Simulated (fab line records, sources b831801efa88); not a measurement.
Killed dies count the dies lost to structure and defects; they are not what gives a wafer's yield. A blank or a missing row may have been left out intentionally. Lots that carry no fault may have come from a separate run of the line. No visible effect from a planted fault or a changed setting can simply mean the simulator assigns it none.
What tool caused it? | flow gf180mcu | 18 wafers sampled from 6 lots at 1 step of a route of 602

== WHAT EACH GAUGE READ, for each wafer ==
GF_STI_BOW_MEAS_00.
lot  | measured    | on           | INCOMING_BOW (um)
L822 | day 2 01:01 | filmMetro-01 | 4 -9 -7
L825 | day 2 16:00 | filmMetro-01 | 3 0 -9
L828 | day 3 07:00 | filmMetro-01 | 17 2 -10
L831 | day 3 22:00 | filmMetro-02 | 6 0 5
L839 | day 5 14:01 | filmMetro-04 | -11 -2 -4
L841 | day 6 00:01 | filmMetro-01 | -7 11 -8

== EACH LOT AND THE TOOL THAT RAN IT (in order: tool; ch and the chambers of the sampled wafers; start) ==
There is no process step in the record ahead of these readings.

== THE ANSWER, worked out from the rows above alone ==
Rule: usual is defined by the lots themselves. Put in order of their means at a reading, lots are off if they are a third of the lots or fewer, leave a main group of 4 or more, and stand apart from it by a gap of 3 or more times the standard deviation of the main group's means; of several such gaps the widest counts. A main group whose means are all the same, to the digits that the tables above print for the reading, isn't used. Also off: a lot with no number at a reading for which 4 or more lots have one. All remaining lots with rows at the step are treated as sound.
Nothing can be told from this: no lot is off at any reading shown.

== WHAT WAS PUT IN BY THE SIMULATOR ==
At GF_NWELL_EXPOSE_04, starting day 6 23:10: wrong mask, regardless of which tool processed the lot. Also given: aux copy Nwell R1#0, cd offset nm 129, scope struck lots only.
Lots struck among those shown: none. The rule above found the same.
